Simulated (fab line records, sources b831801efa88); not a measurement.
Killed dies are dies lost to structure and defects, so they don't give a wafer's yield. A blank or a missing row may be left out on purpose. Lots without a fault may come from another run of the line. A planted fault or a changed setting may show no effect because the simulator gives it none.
A struck lot beside a sound one | flow sky130 | 15 steps out of a route of 708
Sound: wafers L290.2, L290.4, L290.6. Struck: wafers L284.3, L284.5, L284.6. The cause comes at the end.
At each step with rows: each side's tool, then ch and its chambers, then its first start. Under that, the readings that differ: sound wafers | struck wafers | difference of the means | sigmas: that difference in standard deviations of wafers without a fault.
alike: readings whose means differ by less than 2 such deviations, and words and numbers that are the same on both sides. not compared: withheld readings, readings that some wafer has no value for, bounds like >300 that may hide the same value, and numbers for which the record gives no deviation and whose values overlap.
The two part at a step that has a row with sigmas, a row that says differs or no value, or rows on one side only. Numbers that don't overlap but have no deviation are shown without sigmas and don't part them. A reading that every wafer of one side lacks parts them only if that side has two wafers or more.

SKY_VIA3_OVL_MEAS_13:
  sound on overlay-02, day 44 15:11; struck on overlay-02, day 43 13:50
  alike: VIA3_OVL
then, 1 step without rows for these wafers: SKY_VIA3_ETCH_14 (etches BARC in N2/H2, stops on SiO2, time 45.9 s, target depth 60 nm).
SKY_VIA3_ETCH_15: etches SiO2 in C4F8/O2/Ar, stops on TiN, target depth 507 nm, time 78 s.
  sound on rie_diel-03 ch 0,1, day 44 15:15; struck on rie_diel-04 ch 1,2,3, day 43 13:53
  alike: oes_product_au
  not compared: rf_hours_counter_h
SKY_VIA3_STRIP_16: strips in O2/N2.
  sound on plasma_asher-02 ch 0,1, day 44 15:19; struck on plasma_asher-02 ch 0,1, day 43 13:59
  alike: drypump_motor_current_A, oes_product_au, strip_time_to_endpoint_s
  not compared: rf_hours_counter_h
then, 3 steps without rows for these wafers: SKY_VIA3_STRIP_17 (strips in post etch residue remover, time 1200 s); SKY_VIA3_CLEAN_18 (cleans in IPA, time 180 s); SKY_VIA3_CLEAN_19 (cleans in O3/DIW).
SKY_VIA3_SPUTTER_20: material TiN, target thk 20 nm, time 80 s.
  sound on pvd_sputter-03, day 44 15:55; struck on pvd_sputter-02, day 43 14:32
  reading                | sound          | struck         | difference | sigmas
  throttle_valve_pct (%) | 28.7 28.5 28.7 | 29.8 31.2 31.1 | +2.1       | +2
  alike: cathode_dc_power_W, chamber_pressure_pa
SKY_VIA3_CVD_21: deposits W, target thk 390 nm, time 117.31 s.
  sound on cvd_w-02 ch 0,1, day 44 15:58; struck on cvd_w-02 ch 0,1, day 43 14:39
  alike: chamber_pressure_Torr, heater_power_w
SKY_VIA3_RS_MEAS_22: measures by four-point-probe.
  sound on film_metro-02, day 44 16:07; struck on film_metro-03, day 43 14:46
  alike: VIA3_W_RS
SKY_VIA3_THK_MEAS_23: measures by xrf.
  sound on film_metro-02, day 44 16:13; struck on film_metro-03, day 43 14:52
  reading         | sound       | struck      | difference | sigmas
  VIA3_W_THK (nm) | 395 404 404 | 376 382 377 | -23        | -3
SKY_VIA3_CMP_24: polishes, stops on SiO2, t overpolish 20 s, target thk 0 nm.
  sound on cmp-02 ch 1,2,3, day 44 16:16; struck on cmp-01 ch 1,2,3, day 43 15:04
  alike: motor_current_A, overpolish_run_s, time_to_endpoint_s
SKY_METAL4_SPUTTER_00: material Ti, target thk 15 nm, time 10 s.
  sound on pvd_sputter-02, day 44 16:34; struck on pvd_sputter-01, day 43 15:13
  no value came back on the struck wafers for cathode_dc_power_W (W), chamber_pressure_pa (Pa), throttle_valve_pct (%); on the sound wafers cathode_dc_power_W (W) reads 3000.2 3000.2 2999.3
then, 1 step without rows for these wafers: SKY_METAL4_SPUTTER_01 (material TiN, target thk 20 nm, time 16.7 s).
-- the record jumps here: 5 days lie between the struck wafers' starts before and after (it left off in module METAL4 and takes up again in module PAD_OPEN, whose first step shown is number 708 of the route) --
SKY_PAD_OPEN_PROBE_99:
  sound on prober-01, day 49 19:25; struck on prober-02, day 49 00:51
  reading                       | sound             | struck            | difference | sigmas
  model.etest.via3_chain.rc_ohm | 9.664 10.07 10.18 | 10.75 10.64 10.88 | +0.79      |
  alike: defect_limited_yield, killed_at_M0_to_M3, killed_at_M4_up, killed_at_contacts, killed_at_front_end, killed_at_other, killed_dies, killed_on_rim, killed_open, killed_short, sort_bin_3_pad_short, sort_bin_5_function, sort_bin_6_memory, sort_n_pass, sort_yield_pct

WHERE THEY PART
First at SKY_VIA3_SPUTTER_20; last, within this record, at SKY_METAL4_SPUTTER_00. Later steps at which nothing parts them and some readings are alike: SKY_PAD_OPEN_PROBE_99.

WHY: what the simulator had put in
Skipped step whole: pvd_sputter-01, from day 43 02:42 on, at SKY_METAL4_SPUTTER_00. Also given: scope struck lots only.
